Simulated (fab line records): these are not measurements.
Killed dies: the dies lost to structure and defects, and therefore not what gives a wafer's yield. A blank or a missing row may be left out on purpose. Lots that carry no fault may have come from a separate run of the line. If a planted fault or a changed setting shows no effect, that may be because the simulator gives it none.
The tool behind it: which one? / flow sky130 / 11 lots with 33 wafers sampled at 6 steps, on a route of 708 steps

WHAT THE GAUGES READ, wafer by wafer
SKY_CONTACT_THK_MEAS_01.
lot=L824; measured=day 31 09:34; on=film metro-04; CONTACT_CVD_00_THK (nm)=73.4 74.0 74.7
lot=L828; measured=day 33 01:04; on=film metro-04; CONTACT_CVD_00_THK (nm)=74.1 75.6 76.3
lot=L830; measured=day 33 16:37; on=film metro-04; CONTACT_CVD_00_THK (nm)=73.6 73.5 74.1
lot=L832; measured=day 34 13:40; on=film metro-01; CONTACT_CVD_00_THK (nm)=73.8 74.4 74.9
lot=L835; measured=day 35 14:47; on=film metro-02; CONTACT_CVD_00_THK (nm)=73.3 73.2 75.6
lot=L837; measured=day 36 07:49; on=film metro-02; CONTACT_CVD_00_THK (nm)=73.9 74.7 74.9
lot=L838; measured=day 36 09:57; on=film metro-01; CONTACT_CVD_00_THK (nm)=75.0 111.6 76.6
lot=L840; measured=day 36 13:55; on=film metro-04; CONTACT_CVD_00_THK (nm)=73.7 73.8 73.5
lot=L843; measured=day 37 12:43; on=film metro-02; CONTACT_CVD_00_THK (nm)=74.6 75.9 74.8
lot=L842; measured=day 37 13:26; on=film metro-04; CONTACT_CVD_00_THK (nm)=111.9 76.0 75.3
lot=L844; measured=day 37 18:07; on=film metro-01; CONTACT_CVD_00_THK (nm)=73.9 75.2 75.0

SKY_METAL1_CD_MEAS_15 targets a cd of 140 nm.
lot=L824; measured=day 33 17:15; on=cd sem-01; cd nm (nm)=140.4 138.3 139.6
lot=L828; measured=day 35 08:55; on=cd sem-02; cd nm (nm)=140.0 139.7 140.1
lot=L830; measured=day 36 07:16; on=cd sem-02; cd nm (nm)=141.7 141.1 141.1
lot=L832; measured=day 36 17:10; on=cd sem-02; cd nm (nm)=138.7 140.2 138.8
lot=L835; measured=day 37 18:17; on=cd sem-01; cd nm (nm)=140.9 141.4 140.2
lot=L837; measured=day 38 13:46; on=cd sem-02; cd nm (nm)=139.0 137.0 138.2
lot=L838; measured=day 38 15:52; on=cd sem-02; cd nm (nm)=139.1 139.8
lot=L840; measured=day 38 19:19; on=cd sem-02; cd nm (nm)=136.7 137.0 137.5
lot=L843; measured=day 39 16:55; on=cd sem-02; cd nm (nm)=139.6 140.3 140.3
lot=L842; measured=day 39 17:26; on=cd sem-02; cd nm (nm)=140.6 142.2
lot=L844; measured=day 39 22:17; on=cd sem-02; cd nm (nm)=140.5 140.5 141.3

EACH LOT AND THE TOOL THAT RAN IT (in order: tool; ch and the chambers of the sampled wafers; start)
lot=L824; SKY_LI_CONTACT_CMP_24=cmp-01 ch 0,2,3, day 30 04:20; SKY_CONTACT_CVD_00=pecvd-02 ch 0,1,2, day 31 09:31; SKY_CONTACT_ETCH_18=rie diel-01 ch 1,2,3, day 32 14:34 or earlier; SKY_METAL1_SPUTTER_01=pvd sputter-02, day 32 14:34
lot=L828; SKY_LI_CONTACT_CMP_24=cmp-01 ch 0,2,3, day 31 21:23; SKY_CONTACT_CVD_00=pecvd-02 ch 1,2, day 33 01:01; SKY_CONTACT_ETCH_18=rie diel-04 ch 2,3, day 34 06:11 or earlier; SKY_METAL1_SPUTTER_01=pvd sputter-02, day 34 06:11
lot=L830; SKY_LI_CONTACT_CMP_24=cmp-01 ch 0,2, day 32 11:23; SKY_CONTACT_CVD_00=pecvd-04 ch 0,2, day 33 16:35; SKY_CONTACT_ETCH_18=rie diel-04 ch 0,1,2, day 34 21:32 or earlier; SKY_METAL1_SPUTTER_01=pvd sputter-03, day 34 21:32
lot=L832; SKY_LI_CONTACT_CMP_24=cmp-01 ch 0,1, day 33 08:58; SKY_CONTACT_CVD_00=pecvd-02 ch 0,1,2, day 34 13:38; SKY_CONTACT_ETCH_18=rie diel-01 ch 0,1,2, day 35 18:54 or earlier; SKY_METAL1_SPUTTER_01=pvd sputter-03, day 35 18:54
lot=L835; SKY_LI_CONTACT_CMP_24=cmp-01 ch 0,2,3, day 34 11:39; SKY_CONTACT_CVD_00=pecvd-04 ch 0,2, day 35 14:45; SKY_CONTACT_ETCH_18=rie diel-02 ch 0,2, day 36 16:43 or earlier; SKY_METAL1_SPUTTER_01=pvd sputter-02, day 36 16:43
lot=L837; SKY_LI_CONTACT_CMP_24=cmp-01 ch 1,2,3, day 34 17:32; SKY_CONTACT_CVD_00=pecvd-03 ch 1,2, day 36 07:46; SKY_CONTACT_ETCH_18=rie diel-02 ch 1,3, day 37 11:11 or earlier; SKY_METAL1_SPUTTER_01=pvd sputter-03, day 37 11:11
lot=L838; SKY_LI_CONTACT_CMP_24=cmp-02 ch 2,3, day 35 01:35; SKY_CONTACT_CVD_00=pecvd-02 ch 1,2, day 36 09:55; SKY_CONTACT_ETCH_18=rie diel-01 ch 1,2,3, day 37 14:11 or earlier; SKY_METAL1_SPUTTER_01=pvd sputter-03, day 37 14:11
lot=L840; SKY_LI_CONTACT_CMP_24=cmp-02 ch 0,3, day 35 11:12; SKY_CONTACT_CVD_00=pecvd-03 ch 0,1,2, day 36 13:52; SKY_CONTACT_ETCH_18=rie diel-04 ch 1,2, day 37 18:01 or earlier; SKY_METAL1_SPUTTER_01=pvd sputter-01, day 37 18:01
lot=L843; SKY_LI_CONTACT_CMP_24=cmp-01 ch 0,3, day 36 09:43; SKY_CONTACT_CVD_00=pecvd-03 ch 0,2, day 37 12:39; SKY_CONTACT_ETCH_18=rie diel-02 ch 1,2, day 38 16:36 or earlier; SKY_METAL1_SPUTTER_01=pvd sputter-02, day 38 16:36
lot=L842; SKY_LI_CONTACT_CMP_24=cmp-02 ch 0,1,2, day 36 09:58; SKY_CONTACT_CVD_00=pecvd-02 ch 0,1, day 37 13:23; SKY_CONTACT_ETCH_18=rie diel-04 ch 0,1,2, day 38 16:56 or earlier; SKY_METAL1_SPUTTER_01=pvd sputter-01, day 38 16:56
lot=L844; SKY_LI_CONTACT_CMP_24=cmp-02 ch 0,1,2, day 36 15:02; SKY_CONTACT_CVD_00=pecvd-04 ch 0,2, day 37 18:04; SKY_CONTACT_ETCH_18=rie diel-02 ch 0,1,3, day 38 21:11 or earlier; SKY_METAL1_SPUTTER_01=pvd sputter-02, day 38 21:11
- SKY_LI_CONTACT_CMP_24: polishes, stops on PSG, t overpolish 20 s, target thk 0 nm.
- SKY_CONTACT_CVD_00: deposits Si3N4, target thk 75 nm.
- SKY_CONTACT_ETCH_18: etches Si3N4 in CHF3/O2, stops on TiN, time 39 s, target depth 75 nm.
- SKY_METAL1_SPUTTER_01: material TiN, target thk 20 nm, time 16.7 s.

WHAT THE TOOLS THEMSELVES READ (means of the sampled wafers that have a number; where no wafer has one, the mark that the record gives instead)
SKY_LI_CONTACT_CMP_24.
lot=L824; tool=cmp-01; motor current A (A)=11.0; overpolish run s (s)=20.000; slurry flow ml min=150.3; time to endpoint s (s)=88
lot=L828; tool=cmp-01; motor current A (A)=10.8; overpolish run s (s)=20.003; slurry flow ml min=149.6; time to endpoint s (s)=88
lot=L830; tool=cmp-01; motor current A (A)=10.1; overpolish run s (s)=20.002; slurry flow ml min=150.2; time to endpoint s (s)=91
lot=L832; tool=cmp-01; motor current A (A)=10.0; overpolish run s (s)=20.007; slurry flow ml min=149.8; time to endpoint s (s)=87
lot=L835; tool=cmp-01; motor current A (A)=11.0; overpolish run s (s)=20.001; slurry flow ml min=150.1; time to endpoint s (s)=91
lot=L837; tool=cmp-01; motor current A (A)=11.5; overpolish run s (s)=19.997; slurry flow ml min=150.4; time to endpoint s (s)=86
lot=L838; tool=cmp-02; motor current A (A)=11.0; overpolish run s (s)=20.004; slurry flow ml min=149.5; time to endpoint s (s)=92
lot=L840; tool=cmp-02; motor current A (A)=12.1; overpolish run s (s)=19.999; slurry flow ml min=149.7; time to endpoint s (s)=93
lot=L843; tool=cmp-01; motor current A (A)=10.2; overpolish run s (s)=20.005; slurry flow ml min=150.0; time to endpoint s (s)=88
lot=L842; tool=cmp-02; motor current A (A)=11.3; overpolish run s (s)=20.006; slurry flow ml min=149.9; time to endpoint s (s)=94
lot=L844; tool=cmp-02; motor current A (A)=11.8; overpolish run s (s)=20.000; slurry flow ml min=150.0; time to endpoint s (s)=93

SKY_CONTACT_CVD_00.
lot=L824; tool=pecvd-02; heater power w (W)=765
lot=L828; tool=pecvd-02; heater power w (W)=736
lot=L830; tool=pecvd-04; heater power w (W)=807
lot=L832; tool=pecvd-02; heater power w (W)=764
lot=L835; tool=pecvd-04; heater power w (W)=831
lot=L837; tool=pecvd-03; heater power w (W)=692
lot=L838; tool=pecvd-02; heater power w (W)=805
lot=L840; tool=pecvd-03; heater power w (W)=636
lot=L843; tool=pecvd-03; heater power w (W)=651
lot=L842; tool=pecvd-02; heater power w (W)=839
lot=L844; tool=pecvd-04; heater power w (W)=757

SKY_CONTACT_ETCH_18.
lot=L824; tool=rie diel-01; drypump motor current A (A)=5.97; oes product au (a.u.)=0.848; throttle valve pct (%)=8.789
lot=L828; tool=rie diel-04; drypump motor current A (A)=6.20; oes product au (a.u.)=0.858; throttle valve pct (%)=8.796
lot=L830; tool=rie diel-04; drypump motor current A (A)=5.95; oes product au (a.u.)=0.848; throttle valve pct (%)=8.794
lot=L832; tool=rie diel-01; drypump motor current A (A)=6.03; oes product au (a.u.)=0.851; throttle valve pct (%)=8.800
lot=L835; tool=rie diel-02; drypump motor current A (A)=6.03; oes product au (a.u.)=0.845; throttle valve pct (%)=8.806
lot=L837; tool=rie diel-02; drypump motor current A (A)=5.93; oes product au (a.u.)=0.852; throttle valve pct (%)=8.801
lot=L838; tool=rie diel-01; drypump motor current A (A)=5.97; oes product au (a.u.)=0.901; throttle valve pct (%)=8.813
lot=L840; tool=rie diel-04; drypump motor current A (A)=6.20; oes product au (a.u.)=0.846; throttle valve pct (%)=8.796
lot=L843; tool=rie diel-02; drypump motor current A (A)=5.96; oes product au (a.u.)=0.857; throttle valve pct (%)=8.788
lot=L842; tool=rie diel-04; drypump motor current A (A)=5.94; oes product au (a.u.)=0.908; throttle valve pct (%)=8.813
lot=L844; tool=rie diel-02; drypump motor current A (A)=5.97; oes product au (a.u.)=0.854; throttle valve pct (%)=8.797

SKY_METAL1_SPUTTER_01.
lot=L824; tool=pvd sputter-02; throttle valve pct (%)=30.4
lot=L828; tool=pvd sputter-02; throttle valve pct (%)=29.9
lot=L830; tool=pvd sputter-03; throttle valve pct (%)=30.1
lot=L832; tool=pvd sputter-03; throttle valve pct (%)=28.9
lot=L835; tool=pvd sputter-02; throttle valve pct (%)=30.0
lot=L837; tool=pvd sputter-03; throttle valve pct (%)=28.9
lot=L838; tool=pvd sputter-03; throttle valve pct (%)=29.9
lot=L840; tool=pvd sputter-01; throttle valve pct (%)=29.1
lot=L843; tool=pvd sputter-02; throttle valve pct (%)=29.2
lot=L842; tool=pvd sputter-01; throttle valve pct (%)=29.9
lot=L844; tool=pvd sputter-02; throttle valve pct (%)=28.9

THE ANSWER, worked out from the rows above alone
Rule: what is usual is taken from the lots themselves. Put in order of their means at a reading, lots are off if they are a third of the lots or fewer, leave a main group of 4 or more, and stand apart from it by a gap of 3 or more times the standard deviation of the main group's means; of several such gaps the widest counts. A main group is skipped when, at the precision printed for the reading in the tables above, its means are all equal. Also off: a lot with no number at a reading for which 4 or more lots have one. Where the step has rows for the other lots, those lots are counted as sound. First the gauges in route order, then the tools' own readings, where a lot's mean is used as printed above. At the first step where some lot is off, the reading lying furthest off is the one used; lots without a number count as furthest.
Off: L838, L842, at SKY_CONTACT_THK_MEAS_01 (CONTACT_CVD_00_THK). The main group: mean 74.4 nm, standard deviation 0.55.
If a tool, at a process step before that reading, ran all the lots that are off and no sound lot after the first of them, it fits. The gauges at SKY_CONTACT_THK_MEAS_01 aren't tried: what is off there is off at SKY_CONTACT_ETCH_18 too, on other tools, and a gauge's error can't cause that. One fits: pecvd-02 at SKY_CONTACT_CVD_00. A fault onset in the window from L832 (day 34 13:38, its last sound lot) to L838 (day 36 09:55, its first lot off) fits.

WHAT HAD BEEN PUT IN BY THE SIMULATOR
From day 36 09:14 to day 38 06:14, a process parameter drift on pecvd-02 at SKY_CONTACT_CVD_00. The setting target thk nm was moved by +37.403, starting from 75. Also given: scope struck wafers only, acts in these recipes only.
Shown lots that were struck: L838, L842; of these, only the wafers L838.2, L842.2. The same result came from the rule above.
